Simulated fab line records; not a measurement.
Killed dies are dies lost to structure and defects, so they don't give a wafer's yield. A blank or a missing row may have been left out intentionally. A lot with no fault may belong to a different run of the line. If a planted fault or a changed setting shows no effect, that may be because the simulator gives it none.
fab line records + flow sky130
record
- lots=14
- wafers=42
- lastDay=51
route steps=708 shown NWELL@78 CONTACT@418 VIA3@597 METAL4@601
lots that met no fault: from a run of the same line without faults
startH: the number of hours between the record's first day and the start of the first shown wafer of the lot + waitH: hours since the lot's step before + " same as the row above + L1.1+2: one row covering several wafers at once + - no value, or no start given + * or withheld: withheld + < > ~ a bound
route shown NAME@n: a module of which the file shows steps, and the number in the route of the first + usual: mean and standard deviation over wafers with no fault + same: alike in all rows + chamber/n: place in a boat + sites: readings site by site + _std_site: their standard deviation + _edge_site: mean of outer sites minus mean of inner sites + radiusMm: for every site, how far away it sits from the centre of the wafer + mask NAME#n: copy n + behind: the last tool/chamber to shape the wafer + hold: reason for holding the lot/hours on hold/outcome of the hold + device: transistor that didn't switch, given as n, p or np + end of line: the same wafers' tests at the end of the route + a step given without rows: its recipe and nothing more + killed: dies that structure and defects cost at the first sort, which is not the same as the wafer's yield + map: a wafer's dies, x killed, . not, _ none there
set.NAME: the setting that was run; set.NAME@STEP: the one run at that earlier step + model.NAME: the simulator's own value behind a step, which no gauge read
steps of the route over a sample of lots; a table a step, a row a wafer
services: a tool's chamber out of use, with start hour (startH, from the record's first day; less than 0 if before it), hours out, and reason
## steps
# step SKY_NWELL_STRIP_25
# recipe
- chemistry=O2/N2
- powerW=1400
- pressureMtorr=1500
- platenTempC=withheld
- o2FlowSccm=3000
- n2FlowSccm=300
- overashFraction=0.5
# usual
- drypumpMotorCurrentA=5.7/0.48
- oesProductAu=0.723/0.0042
- stripTimeToEndpointS=36.91/0.11
# same
- overashFraction=0.5
| lot.wafer | tool           | chamber | startH | waitH | drypumpMotorCurrentA | oesProductAu | rfHoursCounterH | stripTimeToEndpointS |
|-----------|----------------|---------|--------|-------|----------------------|--------------|-----------------|----------------------|
| L768.1    | plasmaAsher-03 | 0       | 121.28 | 0.1   | 5.3                  | 0.721        | 30              | 37.03                |
| L768.4    | "              | 1       | "      | "     | 6.4                  | 0.717        | -               | 37.07                |
| L768.5    | "              | 1       | "      | "     | 6.4                  | 0.723        | -               | 36.85                |
| L769.1    | plasmaAsher-03 | 0       | 122.51 | 0.1   | 5.3                  | 0.725        | 31              | 36.81                |
| L769.4    | "              | 1       | "      | "     | 6.4                  | 0.722        | -               | 36.77                |
| L769.6    | "              | 0       | "      | "     | 5.4                  | 0.722        | -               | 36.85                |
| L770.1    | plasmaAsher-02 | 1       | 128.23 | 0.1   | 5.4                  | 0.720        | 43              | 37.02                |
| L770.5    | "              | 0       | "      | "     | 5.5                  | 0.721        | -               | 36.97                |
| L770.6    | "              | 1       | "      | "     | 5.4                  | 0.720        | -               | 37.06                |
| L773.2    | plasmaAsher-02 | 0       | 144.86 | 0.1   | 5.4                  | 0.729        | 44              | 36.90                |
| L773.5    | "              | 1       | "      | "     | 5.4                  | 0.729        | -               | 36.90                |
| L773.6    | "              | 0       | "      | "     | 5.5                  | 0.723        | -               | 36.97                |
| L775.1    | plasmaAsher-03 | 1       | 156.03 | 0.1   | 6.4                  | 0.721        | 34              | 37.08                |
| L775.3    | "              | 0       | "      | "     | 5.3                  | 0.718        | -               | 37.02                |
| L775.4    | "              | 1       | "      | "     | 6.4                  | 0.722        | -               | 37.02                |
| L774.3    | plasmaAsher-02 | 0       | 156.80 | 0.1   | 5.4                  | 0.724        | -               | 36.95                |
| L774.5    | "              | 0       | "      | "     | 5.4                  | 0.715        | -               | 37.00                |
| L774.6    | "              | 1       | "      | "     | 5.4                  | 0.716        | -               | 36.89                |
| L777.2    | plasmaAsher-03 | 0       | 166.88 | 0.1   | 5.4                  | 0.723        | 35              | 36.85                |
| L777.3    | "              | 1       | "      | "     | 6.4                  | 0.722        | -               | 36.99                |
| L777.6    | "              | 1       | "      | "     | 6.4                  | 0.718        | -               | 36.98                |
| L780.1    | plasmaAsher-02 | 1       | 184.58 | 0.1   | 5.4                  | 0.718        | 48              | 36.84                |
| L780.4    | "              | 1       | "      | "     | 5.4                  | 0.715        | -               | 36.87                |
| L780.5    | "              | 0       | "      | "     | 5.4                  | 0.715        | -               | 36.89                |
| L783.2    | plasmaAsher-01 | 0       | 211.73 | 0.1   | 6.4                  | 0.722        | 9               | 36.90                |
| L783.3    | "              | 1       | "      | "     | 6.5                  | 0.722        | -               | 37.03                |
| L783.6    | "              | 1       | "      | "     | 6.4                  | 0.721        | -               | 36.91                |
| L785.1    | plasmaAsher-02 | 0       | 218.51 | 0.1   | 5.5                  | 0.719        | 52              | 36.88                |
| L785.5    | "              | 0       | "      | "     | 5.4                  | 0.717        | -               | 37.05                |
| L785.6    | "              | 1       | "      | "     | 5.4                  | 0.711        | -               | 36.93                |
| L787.2    | plasmaAsher-01 | 0       | 229.03 | 0.1   | 6.4                  | 0.724        | 11              | 36.87                |
| L787.4    | "              | 1       | "      | "     | 6.5                  | 0.724        | -               | 36.98                |
| L787.6    | "              | 1       | "      | "     | 6.5                  | 0.731        | -               | 36.90                |
| L788.1    | plasmaAsher-02 | 1       | 238.53 | 0.1   | 5.4                  | 0.724        | 53              | 37.22                |
| L788.2    | "              | 0       | "      | "     | 5.4                  | 0.718        | 53              | 37.20                |
| L788.5    | "              | 1       | "      | "     | 5.4                  | 0.714        | -               | 36.99                |
| L789.4    | plasmaAsher-03 | 0       | 248.04 | 0.1   | 5.3                  | 0.731        | -               | 36.81                |
| L789.5    | "              | 0       | "      | "     | 5.3                  | 0.727        | -               | 36.84                |
| L789.6    | "              | 1       | "      | "     | 6.4                  | 0.718        | -               | 36.74                |
| L790.1    | plasmaAsher-03 | 0       | 256.11 | 0.1   | 5.3                  | 0.721        | 44              | 36.88                |
| L790.4    | "              | 1       | "      | "     | 6.5                  | 0.722        | -               | 37.05                |
| L790.6    | "              | 0       | "      | "     | 5.3                  | 0.730        | -               | 36.86                |
# step SKY_CONTACT_PEB_12
# recipe
- pebTempC=withheld
- pebTimeS=withheld
- resist=KrF-thick
# usual
- chillPlateTempC=*
- exhaustPa=44.8/0.89
| lot.wafer | tool          | chamber | startH | waitH | chillPlateTempC | exhaustPa |
|-----------|---------------|---------|--------|-------|-----------------|-----------|
| L768.1    | lithoTrack-03 | 0       | 764    | -     | *               | 45.0      |
| L768.4    | "             | 0       | "      | "     | *               | 46.3      |
| L768.5    | "             | 0       | "      | "     | *               | 46.1      |
| L769.1    | lithoTrack-02 | 0       | 768    | -     | *               | 44.0      |
| L769.4    | "             | 0       | "      | "     | *               | 44.4      |
| L769.6    | "             | 0       | "      | "     | *               | 45.0      |
| L770.1    | lithoTrack-04 | 0       | 777    | -     | *               | 45.3      |
| L770.5    | "             | 0       | "      | "     | *               | 43.6      |
| L770.6    | "             | 0       | "      | "     | *               | 42.9      |
| L773.2    | lithoTrack-04 | 0       | 800    | -     | *               | 45.3      |
| L773.5    | "             | 0       | 801    | -     | *               | 46.3      |
| L773.6    | "             | 0       | "      | "     | *               | 46.1      |
| L774.3    | lithoTrack-03 | 0       | 810    | -     | *               | 43.8      |
| L774.5    | "             | 0       | "      | "     | *               | 43.8      |
| L774.6    | "             | 0       | "      | "     | *               | 45.1      |
| L775.1    | lithoTrack-03 | 0       | 812    | -     | *               | 44.6      |
| L775.3    | "             | 0       | "      | "     | *               | 46.0      |
| L775.4    | "             | 0       | "      | "     | *               | 44.2      |
| L777.2    | lithoTrack-04 | 0       | 826    | -     | *               | 45.9      |
| L777.3    | "             | 0       | 827    | -     | *               | 45.5      |
| L777.6    | "             | 0       | "      | "     | *               | 44.0      |
| L780.1    | lithoTrack-02 | 0       | 859    | -     | *               | 44.2      |
| L780.4    | "             | 0       | "      | "     | *               | 44.2      |
| L780.5    | "             | 0       | "      | "     | *               | 44.3      |
| L783.2    | lithoTrack-04 | 0       | 889    | -     | *               | 45.1      |
| L783.3    | "             | 0       | "      | "     | *               | 45.1      |
| L783.6    | "             | 0       | "      | "     | *               | 45.1      |
| L785.1    | lithoTrack-03 | -       | 909    | -     | -               | -         |
| L785.5    | "             | -       | "      | "     | -               | -         |
| L785.6    | "             | -       | "      | "     | -               | -         |
| L788.1    | lithoTrack-02 | 0       | 912    | -     | *               | 44.3      |
| L788.2    | "             | 0       | "      | "     | *               | 44.6      |
| L788.5    | "             | 0       | "      | "     | *               | 43.6      |
| L787.2    | lithoTrack-02 | -       | 914    | -     | -               | -         |
| L787.4    | "             | -       | "      | "     | -               | -         |
| L787.6    | "             | -       | "      | "     | -               | -         |
| L789.4    | lithoTrack-03 | 0       | 919    | -     | *               | 45.2      |
| L789.5    | "             | 0       | "      | "     | *               | 44.1      |
| L789.6    | "             | 0       | "      | "     | *               | 43.9      |
| L790.1    | lithoTrack-03 | 0       | 927    | -     | *               | 44.5      |
| L790.4    | "             | 0       | "      | "     | *               | 44.5      |
| L790.6    | "             | 0       | "      | "     | *               | 43.0      |
# step SKY_VIA3_CMP_24
# recipe
- stopOn=SiO2
- tOverpolishS=20
- downForcePsi=3.5
- platenRpm=60
- targetThkNm=0
- padVelocityMS=0.94248
# usual
- motorCurrentA=11.7/1.4
- overpolishRunS=20.000/0.0088
- timeToEndpointS=96/4
| lot.wafer | tool   | chamber | startH  | waitH | motorCurrentA | overpolishRunS | timeToEndpointS |
|-----------|--------|---------|---------|-------|---------------|----------------|-----------------|
| L768.4    | cmp-01 | 2       | 960.36  | 0.1   | 12.9          | 20.005         | 93              |
| L768.1    | "      | 3       | "       | "     | 15.0          | 19.998         | 98              |
| L768.5    | "      | 1       | "       | "     | 11.5          | 20.009         | 100             |
| L769.1    | cmp-02 | 0       | 962.51  | 0.1   | 9.2           | 19.991         | 101             |
| L769.4    | "      | 3       | "       | "     | 10.2          | 20.015         | 98              |
| L769.6    | "      | 0       | "       | "     | 9.7           | 19.986         | 97              |
| L770.1    | cmp-02 | 2       | 973.53  | 0.9   | 12.5          | 19.998         | 91              |
| L770.5    | "      | 0       | "       | "     | 9.7           | 19.999         | 99              |
| L770.6    | "      | 1       | "       | "     | 12.0          | 20.007         | 90              |
| L773.2    | cmp-01 | 0       | 991.44  | 0.1   | 12.3          | 20.001         | 99              |
| L773.6    | "      | 2       | "       | "     | 12.3          | 19.990         | 91              |
| L773.5    | "      | 3       | "       | "     | 14.3          | 19.992         | 94              |
| L774.3    | cmp-01 | 3       | 1002.00 | 0.1   | 13.9          | 19.995         | 98              |
| L774.6    | "      | 1       | "       | "     | 11.2          | 20.008         | 102             |
| L774.5    | "      | 2       | "       | "     | 12.8          | 20.005         | 97              |
| L775.1    | cmp-01 | 1       | 1004.58 | 0.1   | 11.8          | 20.004         | 105             |
| L775.3    | "      | 2       | "       | "     | 12.3          | 20.017         | 96              |
| L775.4    | "      | 3       | "       | "     | 14.2          | 19.985         | 103             |
| L777.2    | cmp-01 | 1       | 1014.17 | 0.0   | 11.5          | 19.997         | 101             |
| L777.3    | "      | 3       | "       | "     | 13.3          | 19.989         | 96              |
| L777.6    | "      | 2       | "       | "     | 11.5          | 20.018         | 96              |
| L780.1    | cmp-02 | 1       | 1045.50 | 0.1   | 11.4          | 19.994         | 88              |
| L780.4    | "      | 3       | "       | "     | 10.3          | 19.990         | 93              |
| L780.5    | "      | 1       | "       | "     | 11.4          | 20.010         | 89              |
| L783.2    | cmp-01 | 3       | 1071.61 | 0.0   | 14.4          | 19.993         | 96              |
| L783.3    | "      | 1       | "       | "     | 11.7          | 19.991         | 94              |
| L783.6    | "      | 3       | "       | "     | 14.5          | 19.995         | 94              |
| L788.2    | cmp-02 | 0       | 1091.40 | 0.0   | 9.7           | 20.005         | 100             |
| L788.1    | "      | 1       | "       | "     | 11.4          | 20.011         | 95              |
| L788.5    | "      | 1       | "       | "     | 11.8          | 19.994         | 91              |
| L789.4    | cmp-02 | 2       | 1098.04 | 0.0   | 11.9          | 20.012         | 99              |
| L789.6    | "      | 2       | "       | "     | 13.1          | 19.991         | 100             |
| L789.5    | "      | 3       | "       | "     | 10.4          | 20.007         | 95              |
| L790.1    | cmp-01 | 2       | 1103.02 | 0.1   | 12.7          | 19.999         | 91              |
| L790.4    | "      | 0       | "       | "     | 12.1          | 20.007         | 95              |
| L790.6    | "      | 2       | "       | "     | 12.1          | 19.989         | 87              |
# step SKY_METAL4_SPUTTER_03
# recipe
- material=Ti
- targetThkNm=5
- powerW=3000
- timeS=3.3
- chamberPressurePa=0.4
# usual
- throttleValvePct=29.6/1.3
| lot.wafer | tool          | chamber | startH  | waitH | throttleValvePct |
|-----------|---------------|---------|---------|-------|------------------|
| L768.1    | pvdSputter-03 | -       | 960.65  | 0.0   | 31.5             |
| L768.4    | "             | -       | "       | "     | 27.6             |
| L768.5    | "             | -       | "       | "     | 27.8             |
| L769.1    | pvdSputter-04 | -       | 962.89  | 0.0   | 31.6             |
| L769.4    | "             | -       | "       | "     | 30.6             |
| L769.6    | "             | -       | "       | "     | 30.4             |
| L770.1    | pvdSputter-03 | -       | 973.81  | 0.0   | 29.9             |
| L770.5    | "             | -       | "       | "     | 31.3             |
| L770.6    | "             | -       | "       | "     | 27.5             |
| L773.2    | pvdSputter-03 | -       | 991.73  | 0.0   | 28.1             |
| L773.5    | "             | -       | "       | "     | 28.6             |
| L773.6    | "             | -       | "       | "     | 29.8             |
| L774.3    | pvdSputter-04 | -       | 1002.29 | 0.0   | 31.6             |
| L774.5    | "             | -       | "       | "     | 31.3             |
| L774.6    | "             | -       | "       | "     | 28.6             |
| L775.1    | pvdSputter-01 | -       | 1004.97 | 0.0   | 30.6             |
| L775.3    | "             | -       | "       | "     | 28.7             |
| L775.4    | "             | -       | "       | "     | 28.9             |
| L777.2    | pvdSputter-01 | -       | 1014.56 | 0.0   | 30.7             |
| L777.3    | "             | -       | "       | "     | 30.0             |
| L777.6    | "             | -       | "       | "     | 28.6             |
| L780.1    | pvdSputter-03 | -       | 1045.84 | 0.0   | 27.4             |
| L780.4    | "             | -       | "       | "     | 31.4             |
| L780.5    | "             | -       | "       | "     | 31.2             |
| L783.2    | pvdSputter-01 | -       | 1072.00 | 0.0   | 30.0             |
| L783.3    | "             | -       | "       | "     | 28.8             |
| L783.6    | "             | -       | "       | "     | 30.4             |
| L788.1    | pvdSputter-03 | -       | 1091.79 | 0.0   | 31.2             |
| L788.2    | "             | -       | "       | "     | 27.7             |
| L788.5    | "             | -       | "       | "     | 27.5             |
| L789.4    | pvdSputter-03 | -       | 1098.43 | 0.0   | 29.5             |
| L789.5    | "             | -       | "       | "     | 31.5             |
| L789.6    | "             | -       | "       | "     | 27.7             |
| L790.1    | pvdSputter-03 | -       | 1103.41 | 0.0   | 31.2             |
| L790.4    | "             | -       | "       | "     | 27.5             |
| L790.6    | "             | -       | "       | "     | 29.8             |
## services
| tool          | chamber | startH | hours | kind   |
|---------------|---------|--------|-------|--------|
| cmp-01        | -       | 135.66 | 3.4   | repair |
| cmp-01        | -       | 184.54 | 0.7   | repair |
| cmp-01        | -       | 192.28 | 5.8   | pm     |
| cmp-01        | -       | 267.61 | 2.3   | repair |
| cmp-01        | -       | 287.22 | 1.1   | repair |
| pvdSputter-03 | -       | 290.16 | 4.6   | repair |
| cmp-01        | -       | 308.11 | 6.4   | pm     |
| pvdSputter-03 | -       | 345.85 | 10.4  | repair |
| cmp-01        | -       | 392.27 | 4.4   | repair |
| cmp-01        | -       | 404.11 | 4.0   | pm     |
| cmp-01        | -       | 430.10 | 0.5   | repair |
| pvdSputter-03 | -       | 503.56 | 1.5   | repair |
| cmp-01        | -       | 535.54 | 1.3   | repair |
| cmp-01        | -       | 639.72 | 2.2   | repair |
| cmp-01        | -       | 651.25 | 1.7   | repair |
| cmp-01        | -       | 672.94 | 0.5   | repair |
| cmp-01        | -       | 673.27 | 0.2   | repair |
| cmp-01        | -       | 677.22 | 3.7   | pm     |
| cmp-01        | -       | 694.18 | 1.5   | repair |
| cmp-01        | -       | 744.11 | 4.0   | pm     |
| cmp-01        | -       | 765.85 | 0.3   | repair |
| cmp-01        | -       | 807.95 | 2.5   | repair |
| cmp-01        | -       | 848.52 | 4.8   | pm     |
| cmp-01        | -       | 874.09 | 0.3   | repair |
## key
firstSign
- step=SKY_CONTACT_PEB_12
- reading=toolRecord
- direction=missing
effect none on later readings
metAt SKY_CONTACT_PEB_12
struckLots L785,L787
laterRowsLeftOut L785.1,L785.5,L785.6,L787.2,L787.4,L787.6
sortLeftOut L785.1,L785.5,L785.6,L787.2,L787.4,L787.6
testerLeftOut L785,L787
notActingAt SKY_NWELL_STRIP_25,SKY_VIA3_CMP_24,SKY_METAL4_SPUTTER_03
onsetBetween 859 909
fault
- kind=skippedStepWhole
- tool=lithoTrack-02,lithoTrack-03
- chamber=-
- onsetH=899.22
- steps=SKY_CONTACT_PEB_12
- scope=struckLotsOnly
# testerLeftOut: of these lots the tester's yield and bins aren't shown, on N5 and GAA mostly nor the transistor test; their killed dies are dies lost to structure and defects alone, not to doping, threshold or leakage, so they don't give the yield
# sortLeftOut: the simulated sort isn't trusted on such a fault, so these wafers' sort isn't shown, and their yield isn't known
# laterRowsLeftOut: the simulator's readings of these wafers behind a module that went badly wrong aren't trusted and aren't shown, but for the sort
